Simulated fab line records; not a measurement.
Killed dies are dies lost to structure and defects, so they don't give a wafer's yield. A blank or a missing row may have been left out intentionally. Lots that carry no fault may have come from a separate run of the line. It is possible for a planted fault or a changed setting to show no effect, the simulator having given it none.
fab line records / flow sky130 / part 2 of 2: steps 24 to 31 of 31
record: lots: 5 wafers: 15 last_day: 50
route steps=708 shown LI_CONTACT@368 LOCAL_INTERCONNECT@387
lots that met no fault: taken from a fault-free run of the same line
start_h: hours from the record's first day to the start of the lot's first wafer shown / wait_h: hours since the lot's step before / " unchanged from the row above / L1.1+2: a row that stands for several wafers / - either no value or no given start / * or withheld: withheld / < > ~ a bound
route shown NAME@n: names a module that has steps shown in the file, with the first one's number in the route / usual: mean and standard deviation over wafers with no fault / same: alike in all rows / chamber/n: place in a boat / sites: readings site by site / _std_site: standard deviation of those values / _edge_site: inner sites' mean taken away from outer sites' mean / radius_mm: how far each site lies from the wafer's centre / mask NAME#n: copy n / behind: the last tool/chamber to shape the wafer / hold: the reason the lot was held/the length of the hold in hours/how it ended / device: transistor that didn't switch, given as n, p or np / end of line: the route-end tests of the same wafers / for a step that has no rows: nothing shown but its recipe / killed: count of dies lost to structure and defects at first sort (not the wafer's yield) / map: the dies of a wafer, with x for killed, . for not killed, _ for no die there
set.NAME: the run value of the setting; set.NAME@STEP: its run value at that earlier step / model.NAME: the simulator's own value behind a step, which no gauge read
lots seen at some steps along the route; tables by step, rows by wafer
services: from which hour (start_h, from the record's first day; less than 0 if before it) a tool's chamber was out of use, for how many hours, and why
== steps ==
step: SKY_LOCAL_INTERCONNECT_HMDS_04
recipe: prime_time_s: 60 prime_temp_c: 120
usual: chill_plate_temp_C: 23.00/0.1
lot.wafer=L085.1 tool=litho_track-01 chamber=0 start_h=777.31 wait_h=0.1 chill_plate_temp_C=23.14
lot.wafer=L085.4 tool=litho_track-01 chamber=0 start_h=777.31 wait_h=0.1 chill_plate_temp_C=23.07
lot.wafer=L085.5 tool=litho_track-01 chamber=0 start_h=777.31 wait_h=0.1 chill_plate_temp_C=23.03
lot.wafer=L088.4 tool=litho_track-03 chamber=0 start_h=818.14 wait_h=0.1 chill_plate_temp_C=22.92
lot.wafer=L088.5 tool=litho_track-03 chamber=0 start_h=818.14 wait_h=0.1 chill_plate_temp_C=22.78
lot.wafer=L088.6 tool=litho_track-03 chamber=0 start_h=818.14 wait_h=0.1 chill_plate_temp_C=22.95
lot.wafer=L089.1 tool=litho_track-02 chamber=0 start_h=832.44 wait_h=0.1 chill_plate_temp_C=23.02
lot.wafer=L089.3 tool=litho_track-02 chamber=0 start_h=832.44 wait_h=0.1 chill_plate_temp_C=22.92
lot.wafer=L089.5 tool=litho_track-02 chamber=0 start_h=832.44 wait_h=0.1 chill_plate_temp_C=23.10
lot.wafer=L092.2 tool=litho_track-02 chamber=0 start_h=838.82 wait_h=0.1 chill_plate_temp_C=22.91
lot.wafer=L092.5 tool=litho_track-02 chamber=0 start_h=838.82 wait_h=0.1 chill_plate_temp_C=22.83
lot.wafer=L092.6 tool=litho_track-02 chamber=0 start_h=838.82 wait_h=0.1 chill_plate_temp_C=22.91
lot.wafer=L094.1 tool=litho_track-03 chamber=0 start_h=855.77 wait_h=0.1 chill_plate_temp_C=23.06
lot.wafer=L094.4 tool=litho_track-03 chamber=0 start_h=855.77 wait_h=0.1 chill_plate_temp_C=22.93
lot.wafer=L094.5 tool=litho_track-03 chamber=0 start_h=855.77 wait_h=0.1 chill_plate_temp_C=23.01
step: SKY_LOCAL_INTERCONNECT_COAT_05
recipe: resist: BARC temp_c: withheld time_s: withheld spin_rpm: 3000 resist_thk_nm: 60
usual: chill_plate_temp_C: * dispense_pressure_kPa: 47.1/2.2 spin_speed_rpm: 2999.8/1.9
lot.wafer=L085.1 tool=litho_track-01 chamber=0 start_h=777.46 wait_h=0.1 chill_plate_temp_C=* dispense_pressure_kPa=48.0 spin_speed_rpm=3000.6
lot.wafer=L085.4 tool=litho_track-01 chamber=0 start_h=777.46 wait_h=0.1 chill_plate_temp_C=* dispense_pressure_kPa=48.0 spin_speed_rpm=3001.3
lot.wafer=L085.5 tool=litho_track-01 chamber=0 start_h=777.46 wait_h=0.1 chill_plate_temp_C=* dispense_pressure_kPa=48.0 spin_speed_rpm=2996.5
lot.wafer=L088.4 tool=litho_track-03 chamber=0 start_h=818.29 wait_h=0.1 chill_plate_temp_C=* dispense_pressure_kPa=49.4 spin_speed_rpm=2999.2
lot.wafer=L088.5 tool=litho_track-03 chamber=0 start_h=818.29 wait_h=0.1 chill_plate_temp_C=* dispense_pressure_kPa=49.4 spin_speed_rpm=3003.0
lot.wafer=L088.6 tool=litho_track-03 chamber=0 start_h=818.29 wait_h=0.1 chill_plate_temp_C=* dispense_pressure_kPa=49.4 spin_speed_rpm=3002.7
lot.wafer=L089.1 tool=litho_track-02 chamber=0 start_h=832.59 wait_h=0.1 chill_plate_temp_C=* dispense_pressure_kPa=44.6 spin_speed_rpm=2999.9
lot.wafer=L089.3 tool=litho_track-02 chamber=0 start_h=832.59 wait_h=0.1 chill_plate_temp_C=* dispense_pressure_kPa=44.6 spin_speed_rpm=2998.9
lot.wafer=L089.5 tool=litho_track-02 chamber=0 start_h=832.59 wait_h=0.1 chill_plate_temp_C=* dispense_pressure_kPa=44.5 spin_speed_rpm=2997.0
lot.wafer=L092.2 tool=litho_track-02 chamber=0 start_h=838.97 wait_h=0.1 chill_plate_temp_C=* dispense_pressure_kPa=44.6 spin_speed_rpm=2999.1
lot.wafer=L092.5 tool=litho_track-02 chamber=0 start_h=838.97 wait_h=0.1 chill_plate_temp_C=* dispense_pressure_kPa=44.6 spin_speed_rpm=3000.6
lot.wafer=L092.6 tool=litho_track-02 chamber=0 start_h=838.97 wait_h=0.1 chill_plate_temp_C=* dispense_pressure_kPa=44.6 spin_speed_rpm=2997.9
lot.wafer=L094.1 tool=litho_track-03 chamber=0 start_h=855.92 wait_h=0.1 chill_plate_temp_C=* dispense_pressure_kPa=49.4 spin_speed_rpm=3000.6
lot.wafer=L094.4 tool=litho_track-03 chamber=0 start_h=855.92 wait_h=0.1 chill_plate_temp_C=* dispense_pressure_kPa=49.4 spin_speed_rpm=2997.6
lot.wafer=L094.5 tool=litho_track-03 chamber=0 start_h=855.92 wait_h=0.1 chill_plate_temp_C=* dispense_pressure_kPa=49.4 spin_speed_rpm=3000.8
step: SKY_LOCAL_INTERCONNECT_COAT_06
recipe: resist: KrF-thick spin_rpm: 3000 resist_thk_nm: 450
usual: chill_plate_temp_C: 23.01/0.1 dispense_pressure_kPa: 47.1/2.2 spin_speed_rpm: 3000.0/1.8
lot.wafer=L085.1 tool=litho_track-01 chamber=0 start_h=- wait_h=- chill_plate_temp_C=23.11 dispense_pressure_kPa=48.0 spin_speed_rpm=2999.3
lot.wafer=L085.4 tool=litho_track-01 chamber=0 start_h=- wait_h=- chill_plate_temp_C=22.98 dispense_pressure_kPa=48.0 spin_speed_rpm=2997.5
lot.wafer=L085.5 tool=litho_track-01 chamber=0 start_h=- wait_h=- chill_plate_temp_C=22.93 dispense_pressure_kPa=48.0 spin_speed_rpm=2997.3
lot.wafer=L088.4 tool=litho_track-03 chamber=0 start_h=- wait_h=- chill_plate_temp_C=23.11 dispense_pressure_kPa=49.4 spin_speed_rpm=3002.1
lot.wafer=L088.5 tool=litho_track-03 chamber=0 start_h=- wait_h=- chill_plate_temp_C=23.11 dispense_pressure_kPa=49.4 spin_speed_rpm=2997.0
lot.wafer=L088.6 tool=litho_track-03 chamber=0 start_h=- wait_h=- chill_plate_temp_C=23.07 dispense_pressure_kPa=49.4 spin_speed_rpm=2998.0
lot.wafer=L089.1 tool=litho_track-02 chamber=0 start_h=- wait_h=- chill_plate_temp_C=23.08 dispense_pressure_kPa=44.6 spin_speed_rpm=3000.4
lot.wafer=L089.3 tool=litho_track-02 chamber=0 start_h=- wait_h=- chill_plate_temp_C=23.03 dispense_pressure_kPa=44.5 spin_speed_rpm=2999.3
lot.wafer=L089.5 tool=litho_track-02 chamber=0 start_h=- wait_h=- chill_plate_temp_C=22.94 dispense_pressure_kPa=44.6 spin_speed_rpm=2999.0
lot.wafer=L092.2 tool=litho_track-02 chamber=0 start_h=- wait_h=- chill_plate_temp_C=22.92 dispense_pressure_kPa=44.6 spin_speed_rpm=2999.3
lot.wafer=L092.5 tool=litho_track-02 chamber=0 start_h=- wait_h=- chill_plate_temp_C=23.02 dispense_pressure_kPa=44.5 spin_speed_rpm=3000.2
lot.wafer=L092.6 tool=litho_track-02 chamber=0 start_h=- wait_h=- chill_plate_temp_C=22.80 dispense_pressure_kPa=44.6 spin_speed_rpm=2999.2
lot.wafer=L094.1 tool=litho_track-03 chamber=0 start_h=- wait_h=- chill_plate_temp_C=23.14 dispense_pressure_kPa=49.4 spin_speed_rpm=3001.4
lot.wafer=L094.4 tool=litho_track-03 chamber=0 start_h=- wait_h=- chill_plate_temp_C=23.00 dispense_pressure_kPa=49.4 spin_speed_rpm=3000.7
lot.wafer=L094.5 tool=litho_track-03 chamber=0 start_h=- wait_h=- chill_plate_temp_C=23.11 dispense_pressure_kPa=49.4 spin_speed_rpm=3001.6
step: SKY_LOCAL_INTERCONNECT_SOFTBAKE_07
recipe: temp_c: 100 time_s: 91.17 resist: KrF-thick
usual: chill_plate_temp_C: 22.98/0.11 plate_sensor_t_centre_C: 100.88/0.01 plate_sensor_t_edge_C: 100.95/0.011
lot.wafer=L085.1 tool=litho_track-01 chamber=0 start_h=- wait_h=- chill_plate_temp_C=22.89 plate_sensor_t_centre_C=100.9 plate_sensor_t_edge_C=100.96
lot.wafer=L085.4 tool=litho_track-01 chamber=0 start_h=- wait_h=- chill_plate_temp_C=23.14 plate_sensor_t_centre_C=100.91 plate_sensor_t_edge_C=100.96
lot.wafer=L085.5 tool=litho_track-01 chamber=0 start_h=- wait_h=- chill_plate_temp_C=22.95 plate_sensor_t_centre_C=100.89 plate_sensor_t_edge_C=100.94
lot.wafer=L088.4 tool=litho_track-03 chamber=0 start_h=- wait_h=- chill_plate_temp_C=22.99 plate_sensor_t_centre_C=100.88 plate_sensor_t_edge_C=100.95
lot.wafer=L088.5 tool=litho_track-03 chamber=0 start_h=- wait_h=- chill_plate_temp_C=22.99 plate_sensor_t_centre_C=100.89 plate_sensor_t_edge_C=100.96
lot.wafer=L088.6 tool=litho_track-03 chamber=0 start_h=- wait_h=- chill_plate_temp_C=22.97 plate_sensor_t_centre_C=100.9 plate_sensor_t_edge_C=100.95
lot.wafer=L089.1 tool=litho_track-02 chamber=0 start_h=- wait_h=- chill_plate_temp_C=22.91 plate_sensor_t_centre_C=100.87 plate_sensor_t_edge_C=100.97
lot.wafer=L089.3 tool=litho_track-02 chamber=0 start_h=- wait_h=- chill_plate_temp_C=23.02 plate_sensor_t_centre_C=100.89 plate_sensor_t_edge_C=100.94
lot.wafer=L089.5 tool=litho_track-02 chamber=0 start_h=- wait_h=- chill_plate_temp_C=23.05 plate_sensor_t_centre_C=100.88 plate_sensor_t_edge_C=100.94
lot.wafer=L092.2 tool=litho_track-02 chamber=0 start_h=- wait_h=- chill_plate_temp_C=22.97 plate_sensor_t_centre_C=100.89 plate_sensor_t_edge_C=100.95
lot.wafer=L092.5 tool=litho_track-02 chamber=0 start_h=- wait_h=- chill_plate_temp_C=23.14 plate_sensor_t_centre_C=100.87 plate_sensor_t_edge_C=100.94
lot.wafer=L092.6 tool=litho_track-02 chamber=0 start_h=- wait_h=- chill_plate_temp_C=22.88 plate_sensor_t_centre_C=100.88 plate_sensor_t_edge_C=100.96
lot.wafer=L094.1 tool=litho_track-03 chamber=0 start_h=- wait_h=- chill_plate_temp_C=22.99 plate_sensor_t_centre_C=100.88 plate_sensor_t_edge_C=100.94
lot.wafer=L094.4 tool=litho_track-03 chamber=0 start_h=- wait_h=- chill_plate_temp_C=22.97 plate_sensor_t_centre_C=100.89 plate_sensor_t_edge_C=100.95
lot.wafer=L094.5 tool=litho_track-03 chamber=0 start_h=- wait_h=- chill_plate_temp_C=23.09 plate_sensor_t_centre_C=100.9 plate_sensor_t_edge_C=100.94
step: SKY_LOCAL_INTERCONNECT_EXPOSE_08
recipe: mask_id: LI1M na: 0.8 source_shape: annular sigma_inner: 0.55 sigma_outer: 0.85 target_cd_nm: 170 dose_mj: 28
usual: reticle_temp_C: 23.01/0.098
same: na: 0.8 sigma_inner: 0.55
lot.wafer=L085.1 tool=krf_scanner-02 chamber=0 start_h=- wait_h=- mask=LI1M#0 reticle_temp_C=23.01
lot.wafer=L085.4 tool=krf_scanner-02 chamber=0 start_h=- wait_h=- mask=LI1M#0 reticle_temp_C=23.14
lot.wafer=L085.5 tool=krf_scanner-02 chamber=0 start_h=- wait_h=- mask=LI1M#0 reticle_temp_C=23.03
lot.wafer=L088.4 tool=krf_scanner-02 chamber=0 start_h=- wait_h=- mask=LI1M#0 reticle_temp_C=23.05
lot.wafer=L088.5 tool=krf_scanner-02 chamber=0 start_h=- wait_h=- mask=LI1M#0 reticle_temp_C=23.14
lot.wafer=L088.6 tool=krf_scanner-02 chamber=0 start_h=- wait_h=- mask=LI1M#0 reticle_temp_C=23.11
lot.wafer=L089.1 tool=krf_scanner-01 chamber=0 start_h=- wait_h=- mask=LI1M#0 reticle_temp_C=22.93
lot.wafer=L089.3 tool=krf_scanner-01 chamber=0 start_h=- wait_h=- mask=LI1M#0 reticle_temp_C=22.94
lot.wafer=L089.5 tool=krf_scanner-01 chamber=0 start_h=- wait_h=- mask=LI1M#0 reticle_temp_C=22.98
lot.wafer=L092.2 tool=krf_scanner-02 chamber=0 start_h=- wait_h=- mask=LI1M#0 reticle_temp_C=22.95
lot.wafer=L092.5 tool=krf_scanner-02 chamber=0 start_h=- wait_h=- mask=LI1M#0 reticle_temp_C=23.02
lot.wafer=L092.6 tool=krf_scanner-02 chamber=0 start_h=- wait_h=- mask=LI1M#0 reticle_temp_C=22.93
lot.wafer=L094.1 tool=krf_scanner-02 chamber=0 start_h=- wait_h=- mask=LI1M#0 reticle_temp_C=23.13
lot.wafer=L094.4 tool=krf_scanner-02 chamber=0 start_h=- wait_h=- mask=LI1M#0 reticle_temp_C=23.01
lot.wafer=L094.5 tool=krf_scanner-02 chamber=0 start_h=- wait_h=- mask=LI1M#0 reticle_temp_C=23.05
step: SKY_LOCAL_INTERCONNECT_PEB_09
recipe: peb_temp_c: withheld peb_time_s: withheld resist: KrF-thick
usual: chill_plate_temp_C: *
lot.wafer=L085.1 tool=litho_track-02 chamber=0 start_h=- wait_h=- chill_plate_temp_C=*
lot.wafer=L085.4 tool=litho_track-02 chamber=0 start_h=- wait_h=- chill_plate_temp_C=*
lot.wafer=L085.5 tool=litho_track-02 chamber=0 start_h=- wait_h=- chill_plate_temp_C=*
lot.wafer=L088.4 tool=litho_track-01 chamber=0 start_h=- wait_h=- chill_plate_temp_C=*
lot.wafer=L088.5 tool=litho_track-01 chamber=0 start_h=- wait_h=- chill_plate_temp_C=*
lot.wafer=L088.6 tool=litho_track-01 chamber=0 start_h=- wait_h=- chill_plate_temp_C=*
lot.wafer=L089.1 tool=litho_track-02 chamber=0 start_h=- wait_h=- chill_plate_temp_C=*
lot.wafer=L089.3 tool=litho_track-02 chamber=0 start_h=- wait_h=- chill_plate_temp_C=*
lot.wafer=L089.5 tool=litho_track-02 chamber=0 start_h=- wait_h=- chill_plate_temp_C=*
lot.wafer=L092.2 tool=litho_track-03 chamber=0 start_h=- wait_h=- chill_plate_temp_C=*
lot.wafer=L092.5 tool=litho_track-03 chamber=0 start_h=- wait_h=- chill_plate_temp_C=*
lot.wafer=L092.6 tool=litho_track-03 chamber=0 start_h=- wait_h=- chill_plate_temp_C=*
lot.wafer=L094.1 tool=litho_track-03 chamber=0 start_h=- wait_h=- chill_plate_temp_C=*
lot.wafer=L094.4 tool=litho_track-03 chamber=0 start_h=- wait_h=- chill_plate_temp_C=*
lot.wafer=L094.5 tool=litho_track-03 chamber=0 start_h=- wait_h=- chill_plate_temp_C=*
step: SKY_LOCAL_INTERCONNECT_DEVELOP_10
recipe: develop_time_s: 60 resist: KrF-thick dev_temp_c: 21
usual: chill_plate_temp_C: 22.98/0.1 developer_temp_C: 21.00/0.11
lot.wafer=L085.1 tool=litho_track-02 chamber=0 start_h=- wait_h=- chill_plate_temp_C=22.94 developer_temp_C=20.98
lot.wafer=L085.4 tool=litho_track-02 chamber=0 start_h=- wait_h=- chill_plate_temp_C=22.91 developer_temp_C=21.14
lot.wafer=L085.5 tool=litho_track-02 chamber=0 start_h=- wait_h=- chill_plate_temp_C=22.89 developer_temp_C=21.06
lot.wafer=L088.4 tool=litho_track-01 chamber=0 start_h=- wait_h=- chill_plate_temp_C=23.01 developer_temp_C=21.19
lot.wafer=L088.5 tool=litho_track-01 chamber=0 start_h=- wait_h=- chill_plate_temp_C=22.88 developer_temp_C=20.91
lot.wafer=L088.6 tool=litho_track-01 chamber=0 start_h=- wait_h=- chill_plate_temp_C=22.81 developer_temp_C=21.02
lot.wafer=L089.1 tool=litho_track-02 chamber=0 start_h=- wait_h=- chill_plate_temp_C=22.99 developer_temp_C=21.03
lot.wafer=L089.3 tool=litho_track-02 chamber=0 start_h=- wait_h=- chill_plate_temp_C=22.83 developer_temp_C=20.92
lot.wafer=L089.5 tool=litho_track-02 chamber=0 start_h=- wait_h=- chill_plate_temp_C=23.05 developer_temp_C=20.93
lot.wafer=L092.2 tool=litho_track-03 chamber=0 start_h=- wait_h=- chill_plate_temp_C=22.74 developer_temp_C=21.03
lot.wafer=L092.5 tool=litho_track-03 chamber=0 start_h=- wait_h=- chill_plate_temp_C=22.82 developer_temp_C=20.89
lot.wafer=L092.6 tool=litho_track-03 chamber=0 start_h=- wait_h=- chill_plate_temp_C=22.96 developer_temp_C=21.00
lot.wafer=L094.1 tool=litho_track-03 chamber=0 start_h=- wait_h=- chill_plate_temp_C=23.03 developer_temp_C=21.10
lot.wafer=L094.4 tool=litho_track-03 chamber=0 start_h=- wait_h=- chill_plate_temp_C=22.93 developer_temp_C=21.15
lot.wafer=L094.5 tool=litho_track-03 chamber=0 start_h=- wait_h=- chill_plate_temp_C=22.81 developer_temp_C=21.01
step: SKY_LOCAL_INTERCONNECT_CD_MEAS_11
recipe: target_cd_nm: 170
usual: cd_nm: 170.1/1.4
lot.wafer=L085.1 tool=cd_sem-01 chamber=- start_h=790.54 wait_h=- cd_nm=170.0
lot.wafer=L085.4 tool=cd_sem-01 chamber=- start_h=790.54 wait_h=- cd_nm=170.6
lot.wafer=L085.5 tool=cd_sem-01 chamber=- start_h=790.54 wait_h=- cd_nm=170.3
lot.wafer=L088.4 tool=cd_sem-02 chamber=- start_h=831.98 wait_h=- cd_nm=171.6
lot.wafer=L088.5 tool=cd_sem-02 chamber=- start_h=831.98 wait_h=- cd_nm=172.0
lot.wafer=L088.6 tool=cd_sem-02 chamber=- start_h=831.98 wait_h=- cd_nm=169.8
lot.wafer=L089.1 tool=cd_sem-01 chamber=- start_h=846.04 wait_h=- cd_nm=168.2
lot.wafer=L089.3 tool=cd_sem-01 chamber=- start_h=846.04 wait_h=- cd_nm=168.8
lot.wafer=L089.5 tool=cd_sem-01 chamber=- start_h=846.04 wait_h=- cd_nm=167.9
lot.wafer=L092.2 tool=cd_sem-01 chamber=- start_h=852.29 wait_h=- cd_nm=169.8
lot.wafer=L092.5 tool=cd_sem-01 chamber=- start_h=852.29 wait_h=- cd_nm=168.8
lot.wafer=L092.6 tool=cd_sem-01 chamber=- start_h=852.29 wait_h=- cd_nm=168.4
lot.wafer=L094.1 tool=cd_sem-01 chamber=- start_h=868.97 wait_h=- cd_nm=170.5
lot.wafer=L094.4 tool=cd_sem-01 chamber=- start_h=868.97 wait_h=- cd_nm=171.5
lot.wafer=L094.5 tool=cd_sem-01 chamber=- start_h=868.97 wait_h=- cd_nm=170.1
== services ==
tool=plasma_asher-01 chamber=- start_h=732.49 hours=1.1 kind=repair
tool=plasma_asher-03 chamber=- start_h=733.75 hours=9.0 kind=pm
tool=krf_scanner-02 chamber=- start_h=733.99 hours=3.6 kind=pm
tool=krf_scanner-01 chamber=- start_h=737.54 hours=1.0 kind=pm
tool=cmp-02 chamber=- start_h=744.22 hours=4.0 kind=pm
tool=pvd_sputter-01 chamber=- start_h=756.08 hours=4.4 kind=repair
tool=cmp-02 chamber=- start_h=764.61 hours=3.3 kind=repair
tool=krf_scanner-01 chamber=- start_h=767.74 hours=1.3 kind=pm
tool=krf_scanner-01 chamber=- start_h=772.71 hours=3.1 kind=repair
tool=krf_scanner-01 chamber=- start_h=775.83 hours=3.6 kind=pm
tool=cmp-02 chamber=- start_h=780.28 hours=3.7 kind=repair
tool=rie_diel-02 chamber=1 start_h=797.92 hours=6.8 kind=repair
tool=rie_diel-01 chamber=- start_h=798.95 hours=0.7 kind=repair
tool=pvd_sputter-01 chamber=- start_h=807.35 hours=2.4 kind=repair
tool=rie_diel-04 chamber=0 start_h=812.35 hours=6.4 kind=repair
tool=krf_scanner-01 chamber=- start_h=818.61 hours=0.8 kind=pm
tool=krf_scanner-02 chamber=- start_h=832.54 hours=1.3 kind=pm
tool=pvd_sputter-01 chamber=- start_h=839.79 hours=1.1 kind=repair
tool=krf_scanner-02 chamber=- start_h=842.46 hours=4.0 kind=pm
tool=rie_diel-02 chamber=- start_h=842.74 hours=2.8 kind=pm
tool=krf_scanner-01 chamber=- start_h=847.29 hours=0.3 kind=repair
tool=rie_diel-02 chamber=- start_h=855.28 hours=13.5 kind=repair
tool=krf_scanner-01 chamber=- start_h=860.08 hours=4.0 kind=pm
tool=krf_scanner-02 chamber=- start_h=866.41 hours=0.8 kind=pm
